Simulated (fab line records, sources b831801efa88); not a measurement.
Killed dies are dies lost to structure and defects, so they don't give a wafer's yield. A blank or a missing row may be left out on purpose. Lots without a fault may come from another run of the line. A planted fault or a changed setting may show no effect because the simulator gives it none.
fab line records | flow sky130
record lots=24 wafers=72 last_day=50
route steps=708 shown SONOS_TUNNEL@161 VIA1@470 METAL2@487 METAL4@599 CAP2M@615 VIA4@657
lots that met no fault: from a run of the same line without faults
start_h: hours from the record's first day to the start of the lot's first wafer shown | wait_h: hours since the lot's step before | " the same as in the row above | L1.1+2: a row that stands for several wafers | - no value, or no start given | * or withheld: withheld | < > ~ a bound
route shown NAME@n: a module of which the file shows steps, and the number in the route of the first | usual: mean/standard deviation of fault-free wafers | same: alike in all rows | chamber/n: place in a boat | sites: the reading at each site | _std_site: their standard deviation | _edge_site: outer sites' mean less inner sites' | radius_mm: how far each site lies from the wafer's centre | mask NAME#n: copy n | behind: the tool/chamber that last shaped the wafer | hold: why the lot was held/for how many hours/how that ended | device: the transistor (n, p or np) that didn't switch | end of line: the same wafers' tests at the end of the route | a step without rows: its recipe alone | killed: dies lost to structure and defects at the first sort, not the wafer's yield | map: a wafer's dies, x killed, . not, _ none there
set.NAME: the setting as run; set.NAME@STEP: as run at that earlier step | model.NAME: the simulator's own value behind a step, which no gauge read
steps of the route over a sample of lots; a table a step, a row a wafer
services: from which hour (start_h, from the record's first day; less than 0 if before it) a tool's chamber was out of use, for how many hours, and why
## steps
# step SKY_SONOS_TUNNEL_CD_MEAS_07
# recipe target_cd_nm=410
# usual cd_nm=410.3/2.6
# columns lot.wafer tool chamber start_h wait_h cd_nm
L074.1 cd_sem-01 - 244.23 0.1 409.7
L074.3 " - " " 411.2
L074.4 " - " " 408.6
L075.1 cd_sem-01 - 255.08 0.1 411.5
L075.2 " - " " 409.5
L075.5 " - " " 410.9
L076.2 cd_sem-01 - 262.84 0.1 414.5
L076.3 " - " " 414.5
L076.4 " - " " 415.5
L077.1 cd_sem-02 - 271.35 0.1 405.6
L077.3 " - " " 406.3
L077.5 " - " " 406.5
L078.4 cd_sem-02 - 278.49 0.1 411.2
L078.5 " - " " 411.0
L078.6 " - " " 410.6
L079.1 cd_sem-01 - 289.25 0.1 406.2
L079.4 " - " " 407.2
L079.5 " - " " 408.5
L080.3 cd_sem-01 - 290.19 0.1 408.4
L080.4 " - " " 407.1
L080.5 " - " " 406.9
L081.1 cd_sem-01 - 299.77 0.1 408.5
L081.2 " - " " 408.4
L081.5 " - " " 410.9
L082.1 cd_sem-01 - 309.42 0.1 409.0
L082.2 " - " " 407.8
L082.6 " - " " 408.8
L083.3 cd_sem-02 - 317.21 0.1 406.8
L083.5 " - " " 405.7
L083.6 " - " " 408.6
L084.1 cd_sem-01 - 323.27 0.1 412.0
L084.2 " - " " 411.8
L084.6 " - " " 410.1
L085.1 cd_sem-01 - 325.97 0.1 408.3
L085.4 " - " " 409.2
L085.5 " - " " 408.3
L086.3 cd_sem-02 - 337.04 0.1 410.7
L086.4 " - " " 409.2
L086.5 " - " " 411.1
L087.1 cd_sem-02 - 346.45 0.1 411.2
L087.2 " - " " 415.2
L087.3 " - " " 414.6
L088.1 cd_sem-02 - 351.98 0.1 409.3
L088.2 " - " " 411.1
L088.5 " - " " 409.4
L089.1 cd_sem-02 - 363.73 0.1 406.5
L089.3 " - " " 407.3
L089.6 " - " " 408.3
L090.1 cd_sem-02 - 378.02 0.1 411.7
L090.3 " - " " 413.2
L090.6 " - " " 414.4
L091.1 cd_sem-01 - 394.05 0.1 413.6
L091.2 " - " " 413.6
L091.4 " - " " 410.2
L092.2 cd_sem-02 - 394.69 0.1 415.4
L092.3 " - " " 415.1
L092.4 " - " " 414.1
L093.2 cd_sem-01 - 394.95 0.1 409.8
L093.4 " - " " 412.8
L093.5 " - " " 411.3
L094.4 cd_sem-02 - 406.03 0.1 410.2
L094.5 " - " " 410.4
L094.6 " - " " 410.8
L095.1 cd_sem-01 - 414.27 0.1 408.9
L095.5 " - " " 407.4
L095.6 " - " " 407.1
L096.1 cd_sem-01 - 423.65 0.1 408.4
L096.2 " - " " 408.3
L096.4 " - " " 409.7
L097.3 cd_sem-01 - 430.81 0.1 412.8
L097.4 " - " " 413.2
L097.5 " - " " 410.6
# step SKY_VIA1_CD_MEAS_12
# recipe target_cd_nm=150
# usual cd_nm=149.6/1.7
# columns lot.wafer tool chamber start_h wait_h cd_nm
L074.1 cd_sem-01 - 796.22 - 150.3
L074.3 " - " " 148.4
L074.4 " - " " 149.9
L075.1 cd_sem-02 - 802.75 - 147.8
L075.2 " - " " 146.5
L075.5 " - " " 147.0
L076.2 cd_sem-01 - 802.84 - 149.9
L076.3 " - " " 149.1
L076.4 " - " " 149.1
L077.1 cd_sem-01 - 820.45 - 152.7
L077.3 " - " " 153.4
L077.5 " - " " 152.7
L078.4 cd_sem-01 - 825.31 - 147.1
L078.5 " - " " 146.1
L078.6 " - " " 148.6
L079.1 cd_sem-02 - 835.63 - 151.6
L079.4 " - " " 150.8
L079.5 " - " " 149.2
L080.3 cd_sem-02 - 838.62 - 149.2
L080.4 " - " " 148.1
L080.5 " - " " 150.3
L081.1 cd_sem-02 - 842.60 - 150.3
L081.2 " - " " 148.7
L081.5 " - " " 149.4
L082.1 cd_sem-02 - 853.80 - 150.9
L082.2 " - " " 151.7
L082.6 " - " " 151.1
L083.3 cd_sem-01 - 861.01 - 148.7
L083.5 " - " " 147.4
L083.6 " - " " 149.1
L085.1 cd_sem-01 - 868.35 - 148.8
L085.4 " - " " 148.4
L085.5 " - " " 149.8
L084.1 cd_sem-02 - 870.02 - 151.4
L084.2 " - " " 150.5
L084.6 " - " " 149.6
L086.3 cd_sem-02 - 877.39 - 152.9
L086.4 " - " " 153.3
L086.5 " - " " 151.5
L087.1 cd_sem-02 - 885.30 - 146.3
L087.2 " - " " 146.2
L087.3 " - " " 145.4
L088.1 cd_sem-02 - 889.53 - 150.5
L088.2 " - " " 148.6
L088.5 " - " " 150.3
L089.1 cd_sem-01 - 900.25 - 149.6
L089.3 " - " " 149.3
L089.6 " - " " 149.7
L090.1 cd_sem-01 - 911.43 - 149.4
L090.3 " - " " 149.1
L090.6 " - " " 149.7
L091.1 cd_sem-01 - 929.43 - 148.2
L091.2 " - " " 148.9
L091.4 " - " " 148.4
L093.2 cd_sem-01 - 930.99 - 150.8
L093.4 " - " " 150.8
L093.5 " - " " 152.4
L092.2 cd_sem-02 - 931.70 - 152.1
L092.3 " - " " 150.1
L092.4 " - " " 148.9
L094.4 cd_sem-02 - 934.38 - 148.5
L094.5 " - " " 148.8
L094.6 " - " " 149.8
L095.1 cd_sem-01 - 945.75 - 150.9
L095.5 " - " " 150.8
L095.6 " - " " 150.3
L096.1 cd_sem-01 - 952.63 - 150.1
L096.2 " - " " 148.9
L096.4 " - " " 147.9
L097.3 cd_sem-01 - 958.54 - 149.4
L097.4 " - " " 148.9
L097.5 " - " " 149.0
# step SKY_METAL2_SPUTTER_04
# recipe material=TiN target_thk_nm=70 power_w=6500 time_s=58.3 chamber_pressure_pa=0.4
# usual throttle_valve_pct=30.3/0.91
# columns lot.wafer tool chamber start_h wait_h throttle_valve_pct
L074.1 pvd_sputter-04 - 797.78 0.0 29.7
L074.3 " - " " 31.3
L074.4 " - " " 31.3
L075.1 pvd_sputter-04 - 804.34 0.0 31.3
L075.2 " - " " 31.0
L075.5 " - " " 29.8
L076.2 pvd_sputter-03 - 804.39 0.0 31.5
L076.3 " - " " 31.1
L076.4 " - " " 31.1
L077.1 pvd_sputter-04 - 822.01 0.0 29.9
L077.3 " - " " 31.3
L077.5 " - " " 31.0
L078.4 pvd_sputter-02 - 826.81 0.0 29.9
L078.5 " - " " 30.6
L078.6 " - " " 28.2
L079.1 pvd_sputter-03 - 837.20 0.0 30.9
L079.4 " - " " 29.3
L079.5 " - " " 31.3
L080.3 pvd_sputter-02 - 840.15 0.0 29.9
L080.4 " - " " 30.0
L080.5 " - " " 29.6
L081.1 pvd_sputter-04 - 844.21 0.0 29.9
L081.2 " - " " 30.6
L081.5 " - " " 29.5
L082.1 pvd_sputter-03 - 855.66 0.0 31.1
L082.2 " - " " 31.6
L082.6 " - " " 31.4
L083.3 pvd_sputter-04 - 862.54 0.0 29.6
L083.5 " - " " 29.9
L083.6 " - " " 30.9
L085.1 pvd_sputter-02 - 869.91 0.0 30.6
L085.4 " - " " 30.3
L085.5 " - " " 30.6
L084.1 pvd_sputter-03 - 871.58 0.0 30.8
L084.2 " - " " 29.5
L084.6 " - " " 31.3
L086.3 pvd_sputter-04 - 878.99 0.0 30.9
L086.4 " - " " 31.4
L086.5 " - " " 31.1
L087.1 pvd_sputter-04 - 887.06 0.0 29.8
L087.2 " - " " 29.7
L087.3 " - " " 30.9
L088.1 pvd_sputter-03 - 891.09 0.0 30.9
L088.2 " - " " 31.5
L088.5 " - " " 29.4
L089.1 pvd_sputter-03 - 901.85 0.0 31.7
L089.3 " - " " 29.4
L089.6 " - " " 29.1
L090.1 pvd_sputter-03 - 916.85 0.0 29.1
L090.3 " - " " 31.5
L090.6 " - " " 29.5
L091.1 pvd_sputter-04 - 931.03 0.0 31.1
L091.2 " - " " 31.2
L091.4 " - " " 29.7
L093.2 pvd_sputter-03 - 932.57 0.0 31.6
L093.4 " - " " 30.8
L093.5 " - " " 31.1
L092.2 pvd_sputter-04 - 933.25 0.0 30.7
L092.3 " - " " 29.6
L092.4 " - " " 29.7
L094.4 pvd_sputter-04 - 935.89 0.0 31.3
L094.5 " - " " 29.5
L094.6 " - " " 29.7
L095.1 pvd_sputter-02 - 947.31 0.0 30.7
L095.5 " - " " 30.1
L095.6 " - " " 29.8
L096.1 pvd_sputter-02 - 954.28 0.0 28.4
L096.2 " - " " 30.7
L096.4 " - " " 30.1
L097.3 pvd_sputter-03 - 960.06 0.0 29.0
L097.4 " - " " 31.0
L097.5 " - " " 29.5
# step SKY_METAL4_SPUTTER_01
# recipe material=TiN target_thk_nm=20 power_w=6500 time_s=16.7 chamber_pressure_pa=0.4
# usual throttle_valve_pct=30.1/0.95
# columns lot.wafer tool chamber start_h wait_h throttle_valve_pct
L074.1 pvd_sputter-01 - 934.29 0.0 28.7
L074.3 " - " " 29.1
L074.4 " - " " 30.0
L075.1 pvd_sputter-03 - 937.37 0.0 31.2
L075.2 " - " " 29.1
L075.5 " - " " 31.0
L076.2 pvd_sputter-03 - 941.36 0.0 31.3
L076.3 " - " " 30.8
L076.4 " - " " 29.2
L077.1 pvd_sputter-03 - 954.81 0.0 31.2
L077.3 " - " " 29.2
L077.5 " - " " 31.1
L078.4 pvd_sputter-02 - 960.38 0.0 29.7
L078.5 " - " " 28.3
L078.6 " - " " 29.5
L079.1 pvd_sputter-03 - 971.25 0.0 31.4
L079.4 " - " " 30.9
L079.5 " - " " 31.3
L080.3 pvd_sputter-01 - 972.39 0.0 28.6
L080.4 " - " " 28.8
L080.5 " - " " 30.0
L081.1 pvd_sputter-03 - 977.09 0.0 31.6
L081.2 " - " " 29.0
L081.5 " - " " 29.4
L082.1 pvd_sputter-02 - 986.51 0.0 30.7
L082.2 " - " " 30.0
L082.6 " - " " 30.8
L083.3 pvd_sputter-02 - 993.88 0.0 30.1
L083.5 " - " " 29.8
L083.6 " - " " 30.0
L085.1 pvd_sputter-03 - 998.27 0.0 31.6
L085.4 " - " " 29.5
L085.5 " - " " 31.2
L084.1 pvd_sputter-03 - 1002.32 0.0 31.2
L084.2 " - " " 29.2
L084.6 " - " " 29.4
L086.3 pvd_sputter-02 - 1007.73 0.0 30.8
L086.4 " - " " 29.9
L086.5 " - " " 30.0
L087.1 pvd_sputter-01 - 1016.89 0.0 30.0
L087.2 " - " " 29.0
L087.3 " - " " 28.8
L088.1 pvd_sputter-03 - 1017.30 0.0 31.3
L088.2 " - " " 31.5
L088.5 " - " " 29.3
L089.1 pvd_sputter-01 - 1028.37 0.0 30.2
L089.3 " - " " 28.8
L089.6 " - " " 28.7
L090.1 pvd_sputter-02 - 1040.50 0.0 30.7
L090.3 " - " " 29.5
L090.6 " - " " 30.3
L091.1 pvd_sputter-02 - 1054.23 0.0 29.8
L091.2 " - " " 30.1
L091.4 " - " " 30.7
L093.2 pvd_sputter-01 - 1055.52 0.0 28.9
L093.4 " - " " 29.9
L093.5 " - " " 30.2
L092.2 pvd_sputter-01 - 1056.09 0.0 30.4
L092.3 " - " " 28.8
L092.4 " - " " 28.9
L094.4 pvd_sputter-02 - 1059.97 0.0 31.0
L094.5 " - " " 31.0
L094.6 " - " " 30.1
L095.1 pvd_sputter-03 - 1068.48 0.0 31.4
L095.5 " - " " 29.5
L095.6 " - " " 31.0
L096.1 pvd_sputter-01 - 1076.94 0.0 29.2
L096.2 " - " " 30.2
L096.4 " - " " 29.8
L097.3 pvd_sputter-01 - 1080.38 0.0 29.1
L097.4 " - " " 30.5
L097.5 " - " " 30.2
# step SKY_CAP2M_OVL_MEAS_12
# usual CAP2M_OVL=1.4/1.3
# columns lot.wafer tool chamber start_h wait_h CAP2M_OVL[nm]
L074.1 overlay-02 - 958.78 0.1 2.0
L074.3 " - " " 1.4
L074.4 " - " " 2.1
L075.1 overlay-01 - 961.55 0.1 0.4
L075.2 " - " " 0.2
L075.5 " - " " -0.4
L076.2 overlay-02 - 964.74 0.1 0.5
L076.3 " - " " 1.3
L076.4 " - " " -0.3
L077.1 overlay-02 - 978.92 0.1 0.0
L077.3 " - " " 1.4
L077.5 " - " " 0.4
L078.4 overlay-01 - 983.74 0.1 0.6
L078.5 " - " " 0.4
L078.6 " - " " -0.9
L079.1 overlay-01 - 994.73 0.1 0.6
L079.4 " - " " 2.7
L079.5 " - " " 2.2
L080.3 overlay-02 - 995.33 0.1 1.9
L080.4 " - " " 2.7
L080.5 " - " " -0.4
L081.1 overlay-01 - 1000.38 0.1 -0.5
L081.2 " - " " 0.2
L081.5 " - " " 0.0
L082.1 overlay-01 - 1009.42 0.1 2.2
L082.2 " - " " 4.0
L082.6 " - " " 3.3
L083.3 overlay-02 - 1017.46 0.1 -1.2
L083.5 " - " " -1.0
L083.6 " - " " 0.6
L085.1 overlay-01 - 1020.95 0.1 1.3
L085.4 " - " " 2.0
L085.5 " - " " 2.7
L084.1 overlay-01 - 1025.43 0.1 1.8
L084.2 " - " " 2.5
L084.6 " - " " 3.2
L086.3 overlay-02 - 1030.51 0.1 0.8
L086.4 " - " " 1.6
L086.5 " - " " 0.7
L087.1 overlay-02 - 1039.55 0.1 1.1
L087.2 " - " " 1.8
L087.3 " - " " 2.4
L088.1 overlay-02 - 1039.93 0.1 1.4
L088.2 " - " " 0.9
L088.5 " - " " 2.0
L089.1 overlay-01 - 1050.17 0.1 1.9
L089.3 " - " " 0.1
L089.6 " - " " 2.0
L090.1 overlay-02 - 1061.37 0.1 3.5
L090.3 " - " " 4.5
L090.6 " - " " 3.6
L091.1 overlay-02 - 1075.42 0.1 1.6
L091.2 " - " " 0.7
L091.4 " - " " -0.1
L093.2 overlay-01 - 1077.14 0.1 2.7
L093.4 " - " " 1.8
L093.5 " - " " 0.0
L092.2 overlay-02 - 1077.44 0.1 1.2
L092.3 " - " " 2.3
L092.4 " - " " 0.8
L094.4 overlay-01 - 1081.74 0.1 1.6
L094.5 " - " " -1.4
L094.6 " - " " 2.3
L095.1 overlay-02 - 1089.87 0.1 3.5
L095.5 " - " " 2.7
L095.6 " - " " 1.6
L096.1 overlay-02 - 1097.50 0.1 0.0
L096.2 " - " " 0.5
L096.4 " - " " 1.0
L097.3 overlay-01 - 1101.26 0.1 1.8
L097.4 " - " " 2.2
L097.5 " - " " 2.5
# step SKY_VIA4_CVD_18
# recipe material=W target_thk_nm=505 time_s=152.14 temp_c=400 pressure_torr=40
# usual chamber_pressure_Torr=40.01/0.085 heater_power_w=910/140
# columns lot.wafer tool chamber start_h wait_h chamber_pressure_Torr heater_power_w
L074.1 cvd_w-01 1 1008.54 0.0 40.01 1029
L074.3 " 1 " " 40.10 1027
L074.4 " 0 " " 40.04 1013
L075.1 cvd_w-01 0 1011.12 0.0 39.93 1004
L075.2 " 1 " " 39.94 1045
L075.5 " 1 " " 39.94 1021
L076.2 cvd_w-01 1 1013.73 0.0 39.87 1022
L076.3 " 1 " " 40.06 1043
L076.4 " 0 " " 39.93 1001
L077.1 cvd_w-01 0 1026.85 0.0 39.94 1022
L077.3 " 0 " " 40.12 1028
L077.5 " 0 " " 40.07 1041
L078.4 cvd_w-01 1 1032.54 0.1 39.79 1032
L078.5 " 0 " " 40.04 1001
L078.6 " 1 " " 40.05 1028
L079.1 cvd_w-01 0 1043.58 0.0 39.99 1033
L079.4 " 1 " " 40.01 1018
L079.5 " 1 " " 39.93 1045
L080.3 cvd_w-02 0 1043.77 0.1 39.97 782
L080.4 " 1 " " 40.08 705
L080.5 " 0 " " 39.98 770
L081.1 cvd_w-02 1 1047.64 0.0 39.90 700
L081.2 " 0 " " 39.98 795
L081.5 " 1 " " 40.11 699
L082.1 cvd_w-01 1 1056.70 0.0 39.91 1052
L082.2 " 0 " " 39.98 1025
L082.6 " 1 " " 39.89 1013
L083.3 cvd_w-02 1 1064.70 0.1 39.94 697
L083.5 " 0 " " 40.14 785
L083.6 " 1 " " 39.95 714
L085.1 cvd_w-01 1 1068.89 0.0 39.99 1018
L085.4 " 0 " " 40.15 996
L085.5 " 1 " " 40.14 1024
L084.1 cvd_w-01 1 1074.44 0.0 39.96 1037
L084.2 " 0 " " 40.03 1042
L084.6 " 1 " " 40.01 1017
L086.3 cvd_w-02 0 1076.89 0.1 39.92 767
L086.4 " 1 " " 39.99 707
L086.5 " 0 " " 39.97 760
L087.1 cvd_w-01 1 1084.64 0.0 39.90 1038
L087.2 " 0 " " 39.84 1017
L087.3 " 1 " " 40.04 1032
L088.1 cvd_w-02 1 1085.20 0.0 39.95 717
L088.2 " 0 " " 40.00 788
L088.5 " 1 " " 40.00 721
L089.1 cvd_w-01 1 1093.92 0.0 40.10 1016
L089.3 " 0 " " 40.07 1022
L089.6 " 0 " " 39.93 1032
L090.1 cvd_w-02 1 1107.82 0.0 39.98 705
L090.3 " 0 " " 39.97 787
L090.6 " 0 " " 40.10 796
L091.1 cvd_w-02 0 1118.13 0.0 40.08 785
L091.2 " 1 " " 40.00 716
L091.4 " 0 " " 39.92 794
L093.2 cvd_w-01 1 1120.96 0.0 39.91 1015
L093.4 " 0 " " 39.91 1007
L093.5 " 1 " " 39.98 1034
L092.2 cvd_w-01 0 1121.80 0.0 40.02 1039
L092.3 " 0 " " 40.02 1034
L092.4 " 1 " " 40.18 1036
L094.4 cvd_w-02 1 1125.19 0.1 40.05 721
L094.5 " 1 " " 40.00 714
L094.6 " 0 " " 39.83 793
L095.1 cvd_w-02 1 1132.25 0.0 40.02 698
L095.5 " 0 " " 40.01 777
L095.6 " 1 " " 40.01 709
L096.1 cvd_w-01 0 1139.73 0.0 39.98 1043
L096.2 " 1 " " 40.05 1029
L096.4 " 0 " " 40.12 1035
L097.3 cvd_w-02 1 1142.28 0.1 39.92 698
L097.4 " 0 " " 40.15 774
L097.5 " 0 " " 40.13 765
## services
# columns tool chamber start_h hours kind
pvd_sputter-01 - 778.55 5.0 repair
cvd_w-02 - 808.26 2.1 repair
pvd_sputter-03 - 816.81 5.6 repair
pvd_sputter-03 3 832.59 - consumable_replace:kit
pvd_sputter-03 3 832.59 18.0 scheduled_down
pvd_sputter-03 3 832.59 18.0 vent_cycle
pvd_sputter-02 - 842.51 5.4 repair
cvd_w-01 - 872.66 3.8 pm
pvd_sputter-02 - 877.15 2.6 repair
pvd_sputter-02 - 887.45 5.4 repair
cvd_w-01 - 891.72 0.8 repair
cvd_w-02 - 904.00 14.0 pm
pvd_sputter-02 - 931.93 4.5 repair
pvd_sputter-04 - 993.37 5.6 repair
pvd_sputter-01 - 1001.97 5.4 repair
cvd_w-02 - 1004.15 6.0 pm
pvd_sputter-03 - 1053.29 4.0 repair
pvd_sputter-03 - 1054.10 0.7 repair
pvd_sputter-03 2 1075.24 - consumable_replace:kit
pvd_sputter-03 2 1075.24 18.0 scheduled_down
pvd_sputter-01 - 1094.26 27.8 repair
cvd_w-01 - 1095.47 0.8 repair
pvd_sputter-01 - 1110.70 6.3 repair
cvd_w-02 - 1120.30 2.8 pm
## key
fault none
